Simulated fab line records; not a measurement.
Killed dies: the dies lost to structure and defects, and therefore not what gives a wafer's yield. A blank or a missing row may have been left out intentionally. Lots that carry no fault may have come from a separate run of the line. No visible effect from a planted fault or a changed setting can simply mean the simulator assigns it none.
The same fault as seen by 2 desks | flow sky130 | every desk sees just its own numbers, and what lay behind them comes last

== AT THE METROLOGY DESK ==
Lot by lot, what the gauges showed, no matter which tool ran the lot: averages of those sampled wafers that carry a number. Any lot whose mean is over 4 standard deviations away from the usual mean is out of limits and marked OUT; that distance is given in the brackets.
Columns: A = METAL3_OVL at SKY_METAL3_OVL_MEAS_14, usual 1 nm; B = CAP2M_TIN_RS at SKY_CAP2M_RS_MEAS_03, usual 6.84 ohm/sq; C = PAD_OPEN_BOW at SKY_PAD_OPEN_BOW_MEAS_13, usual 49 um
lot  | first seen here | A   | B    | C
L143 | day 38 07:26    | 9   | 6.87 | 47
L144 | day 38 21:34    | -8  | 6.82 | 48
L145 | day 39 00:19    | -1  | 6.81 | 47
L146 | day 39 14:37    | -7  | 6.79 | 52
L153 | day 41 17:12    | 11  | 6.79 | 58
L155 | day 42 07:23    | 6   | 6.79 | 53
L156 | day 42 10:46    | 11  | 6.84 | 48
L158 | day 43 04:23    | -2  | 6.84 | 55
L159 | day 43 09:41    | 13  | 6.82 | 56
L160 | day 43 16:58    | 1   | 6.86 | 39
L163 | day 44 16:43    | -10 | 6.89 | 50
L165 | day 44 19:53    | -3  | 6.87 | 45
L166 | day 45 00:44    | 8   | 6.75 | 44
This desk found nothing out of limits on any of the 13 lots.

== THE TOOL OWNER'S DESK: rie_diel-02 ==
The tool's own readings at SKY_POLY_CUT_ETCH_10 (etches BARC in N2/H2, stops on SiO2, time 45.9 s, target depth 60 nm): means of the sampled wafers that have a number, for each lot that ran on this tool. Any lot whose mean is over 4 standard deviations away from the usual mean is out of limits and marked OUT; that distance is given in the brackets.
Columns: A = drypump_motor_current_A at SKY_POLY_CUT_ETCH_10, usual 5.6 A; B = oes_product_au at SKY_POLY_CUT_ETCH_10, usual 0.856 a.u.; C = throttle_valve_pct at SKY_POLY_CUT_ETCH_10, usual 13.225 %
lot  | first seen here | A   | B     | C
L143 | day 23 23:26    | 5.5 | 0.857 | 13.225
L144 | day 24 15:41    | 5.4 | 0.852 | 13.221
L153 | day 27 23:19    | 5.7 | 0.860 | 13.231
L155 | day 28 15:04    | 5.8 | 0.858 | 13.221
L163 | day 31 12:38    | 5.2 | 0.854 | 13.230
L165 | day 31 18:11    | 5.6 | 0.855 | 13.221
L166 | day 31 23:58    | 5.6 | 0.854 | 13.230
This desk found nothing out of limits on any of the 7 lots.

== ALL TOGETHER ==
From the metrology desk's view, nothing was out of limits.
The desk of the tool owner found nothing out of limits.

== WHAT THE SIMULATOR PUT IN ==
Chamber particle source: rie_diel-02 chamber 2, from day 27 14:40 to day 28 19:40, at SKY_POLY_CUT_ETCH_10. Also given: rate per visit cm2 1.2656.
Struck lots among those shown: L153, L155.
